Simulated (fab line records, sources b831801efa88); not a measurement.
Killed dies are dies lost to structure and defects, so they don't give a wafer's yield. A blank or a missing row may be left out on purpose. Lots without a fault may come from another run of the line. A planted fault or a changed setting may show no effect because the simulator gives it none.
Which tool did it? | flow sky130 | 11 lots, 33 wafers sampled, at 5 steps of a route of 708

WHAT THE GAUGES READ, wafer by wafer
The record holds no reading of a measuring or inspecting step that can be judged against a usual standard deviation.

WHICH TOOL RAN EACH LOT (tool, then ch and the chambers of the sampled wafers, then the start)
lot  | SKY_VIA3_ETCH_14                   | SKY_METAL5_SPUTTER_03        | SKY_METAL5_DESCUM_14              | SKY_PASSIVATION_ETCH_11            | SKY_PAD_OPEN_PROBE_99
L421 | rie_diel-03 ch 0,2,3, day 39 19:39 | pvd_sputter-03, day 42 23:16 | rie_metal-04 ch 0,1, day 43 21:56 | rie_diel-02 ch 0,1,2, day 44 20:10 | prober-01, day 45 19:38
L422 | rie_diel-01 ch 0,1,3, day 39 22:47 | pvd_sputter-04, day 43 03:05 | rie_metal-04 ch 0, day 44 01:11   | rie_diel-02 ch 1,2,3, day 45 00:08 | prober-02, day 46 00:15
L423 | rie_diel-04 ch 0,2,3, day 40 11:32 | pvd_sputter-03, day 43 14:37 | rie_metal-03 ch 0,1, day 44 13:07 | rie_diel-04 ch 0,1,3, day 45 11:51 | prober-01, day 46 11:18
L425 | rie_diel-03 ch 0,3, day 41 20:23   | pvd_sputter-01, day 44 21:49 | rie_metal-01 ch 0,1, day 45 19:04 | rie_diel-04 ch 0,1,3, day 46 16:20 | prober-01, day 47 15:02
L431 | rie_diel-04 ch 0,2, day 42 23:34   | pvd_sputter-01, day 45 22:54 | rie_metal-04 ch 0,1, day 46 19:14 | rie_diel-04 ch 1,3, day 47 16:59   | prober-01, day 48 14:25
L433 | rie_diel-04 ch 1,3, day 43 12:58   | pvd_sputter-04, day 46 10:38 | rie_metal-01 ch 0,1, day 47 06:59 | rie_diel-03 ch 0,3, day 48 03:58   | prober-02, day 49 01:10
L434 | rie_diel-04 ch 0,1,2, day 43 14:07 | pvd_sputter-01, day 46 12:31 | rie_metal-01 ch 0,1, day 47 09:03 | rie_diel-02 ch 0,2,3, day 48 06:20 | prober-01, day 49 03:04
L439 | rie_diel-03 ch 0,1,2, day 45 07:16 | pvd_sputter-03, day 48 02:05 | rie_metal-01 ch 0,1, day 48 20:51 | rie_diel-03 ch 0,1,2, day 49 14:56 | prober-01, day 50 09:46
L441 | rie_diel-04 ch 1,2,3, day 45 22:10 | pvd_sputter-04, day 48 14:16 | rie_metal-04 ch 0,1, day 49 07:52 | rie_diel-03 ch 2,3, day 50 01:01   | prober-02, day 50 19:16
L442 | rie_diel-03 ch 0,1,2, day 45 23:39 | pvd_sputter-03, day 48 15:17 | rie_metal-03 ch 0,1, day 49 08:24 | rie_diel-04 ch 1,3, day 50 01:58   | prober-01, day 50 20:05
L443 | rie_diel-04 ch 1,2, day 45 23:52   | pvd_sputter-03, day 48 17:08 | rie_metal-01 ch 0, day 49 11:16   | rie_diel-04 ch 0,1,2, day 50 04:46 | prober-02, day 50 23:09
- SKY_VIA3_ETCH_14: etches BARC in N2/H2, stops on SiO2, time 45.9 s, target depth 60 nm.
- SKY_METAL5_SPUTTER_03: material Ti, target thk 5 nm, time 3.3 s.
- SKY_METAL5_DESCUM_14: chemistry O2, time 11 s.
- SKY_PASSIVATION_ETCH_11: etches the open film in CF4/O2, stops on AlCu, target depth 725 nm, time 161.1 s.
- SKY_PAD_OPEN_PROBE_99

WHAT THE TOOLS THEMSELVES READ (means of the sampled wafers that have a number; where no wafer has one, the mark that the record gives instead)
SKY_VIA3_ETCH_14.
lot  | tool        | drypump_motor_current_A (A) | oes_product_au (a.u.) | throttle_valve_pct (%)
L421 | rie_diel-03 | 6.0                         | 0.854                 | 13.227
L422 | rie_diel-01 | 5.4                         | 0.857                 | 13.220
L423 | rie_diel-04 | 5.6                         | 0.856                 | 13.218
L425 | rie_diel-03 | 6.0                         | 0.854                 | 13.218
L431 | rie_diel-04 | 5.7                         | 0.853                 | 13.230
L433 | rie_diel-04 | 5.2                         | 0.859                 | 13.227
L434 | rie_diel-04 | 5.6                         | 0.859                 | 13.222
L439 | rie_diel-03 | 6.2                         | 0.851                 | 13.228
L441 | rie_diel-04 | 5.5                         | 0.858                 | 13.219
L442 | rie_diel-03 | 6.2                         | 0.856                 | 13.219
L443 | rie_diel-04 | 5.8                         | 0.856                 | 13.218

SKY_METAL5_SPUTTER_03.
lot  | tool           | throttle_valve_pct (%)
L421 | pvd_sputter-03 | 29.2
L422 | pvd_sputter-04 | 30.1
L423 | pvd_sputter-03 | 29.3
L425 | pvd_sputter-01 | 29.9
L431 | pvd_sputter-01 | 30.1
L433 | pvd_sputter-04 | 29.8
L434 | pvd_sputter-01 | 29.9
L439 | pvd_sputter-03 | 28.9
L441 | pvd_sputter-04 | 30.2
L442 | pvd_sputter-03 | 30.1
L443 | pvd_sputter-03 | 28.8

SKY_METAL5_DESCUM_14.
lot  | tool         | drypump_motor_current_A (A) | oes_product_au (a.u.) | temp_c (C)
L421 | rie_metal-04 | 6.0                         | 1.003                 | 40.02
L422 | rie_metal-04 | 5.9                         | 0.996                 | 39.99
L423 | rie_metal-03 | 5.7                         | 0.997                 | 40.04
L425 | rie_metal-01 | 5.7                         | 1.004                 | 40.06
L431 | rie_metal-04 | 6.2                         | 0.994                 | 40.00
L433 | rie_metal-01 | 5.7                         | 0.999                 | 40.07
L434 | rie_metal-01 | 5.7                         | 1.003                 | 40.00
L439 | rie_metal-01 | 5.7                         | 1.000                 | 40.05
L441 | rie_metal-04 | 6.2                         | 0.993                 | 40.04
L442 | rie_metal-03 | 5.7                         | 1.000                 | 40.09
L443 | rie_metal-01 | 5.2                         | 0.990                 | 40.01

SKY_PASSIVATION_ETCH_11.
lot  | tool        | drypump_motor_current_A (A) | oes_product_au (a.u.) | throttle_valve_pct (%)
L421 | rie_diel-02 | 6.0                         | 0.982                 | 5.958
L422 | rie_diel-02 | 6.2                         | 0.975                 | 5.971
L423 | rie_diel-04 | 5.3                         | 0.983                 | 5.965
L425 | rie_diel-04 | 5.3                         | 0.976                 | 5.960
L431 | rie_diel-04 | 5.2                         | 0.972                 | 5.967
L433 | rie_diel-03 | 6.0                         | 0.977                 | 5.965
L434 | rie_diel-02 | 5.9                         | 0.980                 | 5.960
L439 | rie_diel-03 | 6.2                         | 0.972                 | 5.959
L441 | rie_diel-03 | 5.9                         | 0.975                 | 5.968
L442 | rie_diel-04 | 5.2                         | 0.979                 | 5.958
L443 | rie_diel-04 | 5.6                         | 0.978                 | 5.957

SKY_PAD_OPEN_PROBE_99.
lot  | tool      | defect_limited_yield (%) | killed_at_M0_to_M3 | killed_at_M4_up | killed_at_contacts | killed_at_front_end | killed_at_other | killed_dies | killed_on_rim | killed_open | killed_short | sort_bin_3_pad_short (%) | sort_bin_5_function (%) | sort_bin_6_memory (%) | sort_n_pass | sort_yield_pct (%)
L421 | prober-01 | 81.5                     | 44                 | 4.3             | 28                 | 15                  | 0.0             | 91          | 19            | 54          | 37           | 0.8                      | 11.1                    | 6.6                   | 401         | 81.5
L422 | prober-02 | 82.6                     | 42                 | 2.7             | 25                 | 16                  | 0.0             | 85          | 17            | 44          | 41           | 0.7                      | 10.9                    | 5.8                   | 407         | 82.6
L423 | prober-01 | 81.6                     | 49                 | 3.3             | 22                 | 16                  | 0.3             | 90          | 20            | 50          | 39           | 1.1                      | 10.2                    | 7.0                   | 402         | 81.6
L425 | prober-01 | 82.1                     | 45                 | 4.7             | 24                 | 15                  | 0.0             | 88          | 18            | 42          | 46           | 0.8                      | 10.9                    | 6.2                   | 404         | 82.1
L431 | prober-01 | 75.0                     | 83                 | 2.3             | 22                 | 15                  | 0.3             | 123         | 24            | 42          | 36           | 2.1                      | 15.9                    | 7.0                   | 369         | 75.0
L433 | prober-02 | 74.6                     | 91                 | 3.7             | 20                 | 10                  | 0.0             | 125         | 26            | 42          | 34           | 3.4                      | 16.5                    | 5.6                   | 367         | 74.6
L434 | prober-01 | 74.3                     | 90                 | 2.3             | 22                 | 11                  | 0.3             | 126         | 23            | 44          | 37           | 3.7                      | 14.5                    | 7.4                   | 366         | 74.3
L439 | prober-01 | 84.2                     | 40                 | 2.0             | 19                 | 17                  | 0.0             | 78          | 14            | 41          | 36           | 1.2                      | 8.6                     | 6.0                   | 414         | 84.2
L441 | prober-02 | 82.8                     | 34                 | 3.0             | 28                 | 19                  | 0.0             | 85          | 14            | 50          | 35           | 0.7                      | 11.1                    | 5.4                   | 407         | 82.8
L442 | prober-01 | 82.9                     | 39                 | 2.3             | 28                 | 14                  | 0.3             | 84          | 15            | 47          | 37           | 1.3                      | 10.1                    | 5.7                   | 408         | 82.9
L443 | prober-02 | 82.0                     | 42                 | 4.3             | 25                 | 17                  | 0.0             | 88          | 19            | 50          | 38           | 0.7                      | 11.2                    | 6.0                   | 404         | 82.0

THE ANSWER, worked out from the rows above alone
Rule: what is usual is taken from the lots themselves. Put in order of their means at a reading, lots are off if they are a third of the lots or fewer, leave a main group of 4 or more, and stand apart from it by a gap of 3 or more times the standard deviation of the main group's means; of several such gaps the widest counts. A main group whose means are all the same, to the digits that the tables above print for the reading, isn't used. A lot without any number at a reading at which 4 lots or more have one is off too. The other lots that the step has rows for count as sound. The gauges are gone through in route order, then the tools' own readings, and for those a lot's mean is taken as printed above. The first step at which some lot is off is used, and at that step the reading that is off furthest; a lot without a number counts as furthest.
Off: L431, L433, L434, at SKY_PAD_OPEN_PROBE_99 (killed_dies). The main group: mean 86, standard deviation 3.9.
A tool fits if, at that step or a process step before it, it ran every lot that is off, and no sound lot after the first of them. None of those tried fits.

WHAT THE SIMULATOR HAD PUT IN
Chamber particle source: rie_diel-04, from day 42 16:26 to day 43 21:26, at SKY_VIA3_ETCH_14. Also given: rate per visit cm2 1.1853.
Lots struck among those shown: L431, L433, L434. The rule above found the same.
